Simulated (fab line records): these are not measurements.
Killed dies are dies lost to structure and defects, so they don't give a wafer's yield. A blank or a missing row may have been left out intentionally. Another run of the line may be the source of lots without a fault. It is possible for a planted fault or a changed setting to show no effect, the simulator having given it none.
Check of tool commonality || flow sky130 || 12 lots, 36 wafers sampled

WHY IT WAS OPENED
Of 12 lots, 1 have the reading SONOS_ONO_CVD_04_THK flagged at SKY_SONOS_ONO_THK_MEAS_05. Wafers without a fault read 5.77 nm, standard deviation 0.12.
Rule: flag the lot when none of its wafers has a number, or when each of its wafers that has one lies beyond 4 standard deviations from that mean. As for the other lots, they are considered sound.

{"lot": "L698", "measured": "day 11 13:06", "on": "film_metro-03", "SONOS_ONO_CVD_04_THK (nm), wafer by wafer": "5.67 5.72 5.65", "flag": ""}
{"lot": "L699", "measured": "day 11 22:18", "on": "film_metro-04", "SONOS_ONO_CVD_04_THK (nm), wafer by wafer": "5.70 5.70 5.67", "flag": ""}
{"lot": "L701", "measured": "day 13 01:46", "on": "film_metro-02", "SONOS_ONO_CVD_04_THK (nm), wafer by wafer": "5.48 5.47 5.47", "flag": ""}
{"lot": "L702", "measured": "day 13 09:19", "on": "film_metro-04", "SONOS_ONO_CVD_04_THK (nm), wafer by wafer": "5.85 5.89 5.88", "flag": ""}
{"lot": "L703", "measured": "day 13 09:20", "on": "film_metro-02", "SONOS_ONO_CVD_04_THK (nm), wafer by wafer": "5.95 5.92 5.86", "flag": ""}
{"lot": "L706", "measured": "day 14 09:49", "on": "film_metro-04", "SONOS_ONO_CVD_04_THK (nm), wafer by wafer": "7.46 7.31 7.42", "flag": "FLAGGED"}
{"lot": "L714", "measured": "day 16 22:52", "on": "film_metro-03", "SONOS_ONO_CVD_04_THK (nm), wafer by wafer": "5.82 5.81 5.70", "flag": ""}
{"lot": "L715", "measured": "day 17 09:04", "on": "film_metro-03", "SONOS_ONO_CVD_04_THK (nm), wafer by wafer": "5.71 5.64 5.75", "flag": ""}
{"lot": "L716", "measured": "day 17 13:41", "on": "film_metro-04", "SONOS_ONO_CVD_04_THK (nm), wafer by wafer": "5.80 5.74 5.70", "flag": ""}
{"lot": "L718", "measured": "day 18 05:20", "on": "film_metro-02", "SONOS_ONO_CVD_04_THK (nm), wafer by wafer": "5.82 5.80 5.86", "flag": ""}
{"lot": "L720", "measured": "day 18 22:57", "on": "film_metro-04", "SONOS_ONO_CVD_04_THK (nm), wafer by wafer": "5.75 5.73 5.81", "flag": ""}
{"lot": "L721", "measured": "day 19 10:14", "on": "film_metro-04", "SONOS_ONO_CVD_04_THK (nm), wafer by wafer": "5.79 5.77 5.77", "flag": ""}
The mean of the flagged lots' numbers is 7.40 nm, +1.63 nm from the usual (+14 standard deviations).

LOT BY LOT: THE TOOL USED
The record holds 1 process step before the reading, out of a route of 708 steps. Each cell gives the tool, then ch followed by the chambers the sampled wafers passed through, then the start.
{"lot": "L698", "flag": "", "SKY_SONOS_ONO_CVD_04": "lpcvd-03 ch 1, day 11 11:50"}
{"lot": "L699", "flag": "", "SKY_SONOS_ONO_CVD_04": "lpcvd-03 ch 0, day 11 21:02"}
{"lot": "L701", "flag": "", "SKY_SONOS_ONO_CVD_04": "lpcvd-03 ch 1, day 13 00:31"}
{"lot": "L702", "flag": "", "SKY_SONOS_ONO_CVD_04": "lpcvd-03 ch 0, day 13 08:04"}
{"lot": "L703", "flag": "", "SKY_SONOS_ONO_CVD_04": "lpcvd-03 ch 0, day 13 08:04"}
{"lot": "L706", "flag": "FLAGGED", "SKY_SONOS_ONO_CVD_04": "lpcvd-03 ch 0, day 14 08:32"}
{"lot": "L714", "flag": "", "SKY_SONOS_ONO_CVD_04": "lpcvd-03 ch 1, day 16 21:37"}
{"lot": "L715", "flag": "", "SKY_SONOS_ONO_CVD_04": "lpcvd-03 ch 0, day 17 07:49"}
{"lot": "L716", "flag": "", "SKY_SONOS_ONO_CVD_04": "lpcvd-03 ch 1, day 17 12:26"}
{"lot": "L718", "flag": "", "SKY_SONOS_ONO_CVD_04": "lpcvd-03 ch 0, day 18 04:05"}
{"lot": "L720", "flag": "", "SKY_SONOS_ONO_CVD_04": "lpcvd-03 ch 1, day 18 21:42"}
{"lot": "L721", "flag": "", "SKY_SONOS_ONO_CVD_04": "lpcvd-03 ch 0, day 19 08:59"}
What the steps here do:
- SKY_SONOS_ONO_CVD_04: deposits SiO2 from SiH4/N2O, target thk 5.7199 nm.
- SKY_SONOS_ONO_THK_MEAS_05

FLAGGED OVER TOTAL, TOOL BY TOOL (the gauges that took the reading come last)
{"step": "SKY_SONOS_ONO_CVD_04", "tool": "lpcvd-03", "lots run": 12, "flagged": 1, "share of the flagged lots": "all", "sound lots run after its first flagged lot": "6 (L714,L715,L716,L718,L720,L721)"}
{"step": "SKY_SONOS_ONO_THK_MEAS_05", "tool": "film_metro-02", "lots run": 3, "flagged": 0, "share of the flagged lots": "none", "sound lots run after its first flagged lot": "-"}
{"step": "SKY_SONOS_ONO_THK_MEAS_05", "tool": "film_metro-03", "lots run": 3, "flagged": 0, "share of the flagged lots": "none", "sound lots run after its first flagged lot": "-"}
{"step": "SKY_SONOS_ONO_THK_MEAS_05", "tool": "film_metro-04", "lots run": 6, "flagged": 1, "share of the flagged lots": "all", "sound lots run after its first flagged lot": "3 (L716,L720,L721)"}

WHAT IS ALLOWED BY THE TABLE
Table rows that saw every flagged lot: 2, namely lpcvd-03 at SKY_SONOS_ONO_CVD_04 and film_metro-04 at SKY_SONOS_ONO_THK_MEAS_05.
- lpcvd-03 at SKY_SONOS_ONO_CVD_04: 1 of its 12 lots flagged. Lots that were sound ran on it after the first flagged one (L714, L715, L716, L718, L720, L721); a persistent fault on the entire tool would not allow that.
- film_metro-04 at SKY_SONOS_ONO_THK_MEAS_05: 1 of its 6 lots flagged. Lots that were sound ran on it after the first flagged one (L716, L720, L721); a persistent fault on the entire tool would not allow that.
There is no row in the table that ran each flagged lot and no sound lot after the first.

WHAT HAD BEEN PUT IN BY THE SIMULATOR
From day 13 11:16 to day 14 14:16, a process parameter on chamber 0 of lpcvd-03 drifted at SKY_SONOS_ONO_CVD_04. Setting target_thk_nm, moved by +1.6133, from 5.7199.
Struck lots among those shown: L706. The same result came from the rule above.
